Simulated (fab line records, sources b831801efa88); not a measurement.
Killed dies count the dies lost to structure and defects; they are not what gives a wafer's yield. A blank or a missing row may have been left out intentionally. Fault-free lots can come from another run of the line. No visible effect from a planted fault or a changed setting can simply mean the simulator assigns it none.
8D (eight disciplines) problem report, filled in by code	flow gf180mcu	the parts of the form that need people (team, actions taken, sign-off) are left out

1. WHAT IS WRONG
At GF_POLY_GATE_CD_MEAS_10, cd-nm averages 255.2 nm over 12 wafers from 4 lots, while fault-free wafers read 280.5 nm, standard deviation 1.4. That puts it -18 standard deviations away from the usual mean.
The step: target cd 280 nm.
The first sign was on wafer L411.4 at day 12 02:22, on cd-sem-02. Wafers with a number at this step in the record: 39, from 13 lots. The rule behind "out" and "out of limits": a value lying over 4 standard deviations away from the usual mean. The rest of the wafers with a number are treated as sound.

2. WHAT IT IS, WHAT IT ISN'T
question	is	is not
which readings at this step	cd-nm	-
which lots	L411, L412, L413, L414	L401, L402, L403, L404, L405, L406, L407, L419, L421
which wafers of those lots	all that have a number	-
read on which gauges	cd-sem-01, cd-sem-02	-
when	from day 12 02:22	up to then (21 sound wafers); but 6 sound wafers of L419, L421 came after

3. WHAT RULES OUT EACH SUSPECT
Counting: a tool at a process step up to the reading stays a suspect if it ran every lot that is out and no sound lot after the first of them.
- the gauge at GF_POLY_GATE_CD_MEAS_10: ruled out. The wafers that are out were read on 2 gauges (cd-sem-01, cd-sem-02).
- krf-scanner-02 at GF_POLY_GATE_EXPOSE_07 (exposes mask Poly2, target cd 280 nm): kept. Every lot that is out went through it, starting with L411 (day 11 17:17), and after that it ran no sound lot; the last sound lot it ran before then is L407 (day 10 23:10). On those wafers its own readings are out: exposure-dose-mJ-cm2.
The count leaves krf-scanner-02 at GF_POLY_GATE_EXPOSE_07.

4. THE CAUSE (what the simulator had put in)
Drift in process parameters on krf-scanner-02 at GF_POLY_GATE_EXPOSE_07, starting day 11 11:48. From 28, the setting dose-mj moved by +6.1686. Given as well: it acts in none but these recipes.
The count eliminated every tool but this one.

5. SEQUENCE OF EFFECTS, ordered by route
One row per reading whose mean, taken over the struck wafers that have a number, lies over 3 standard deviations from the usual. Only readings for which the record gives a usual standard deviation are gone through. hours: the time from each lot's start at the first step in this table that gives one to its start at this step, as a median over the lots. sigmas: the change in usual standard deviations.
hours	step	reading	usual	on struck wafers	change	sigmas
0	GF_POLY_GATE_EXPOSE_07	exposure-dose-mJ-cm2	28.002	33.242	+5.240	+99 or more
10	GF_POLY_GATE_CD_MEAS_10	cd-nm	280.5 nm	255.2	-25.3	-18
Here are the process steps it includes:
- GF_POLY_GATE_EXPOSE_07: exposes mask Poly2, target cd 280 nm.

6. HOW IT WOULD HAVE BEEN CAUGHT EARLIER
In this record the first reading out of limits at a measuring or inspecting step was taken at day 12 02:22, 15 hours after the fault began at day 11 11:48.
At GF_POLY_GATE_EXPOSE_07, the tool's own readings (exposure-dose-mJ-cm2) were out on each struck wafer the step has a row for, so an alarm limit on them would have fired on the first such wafer.
Of the lots that are out (4), L412, L413, L414 began GF_POLY_GATE_EXPOSE_07 on krf-scanner-02 after day 12 02:22. A hold on the tool at that time would have spared those 3.
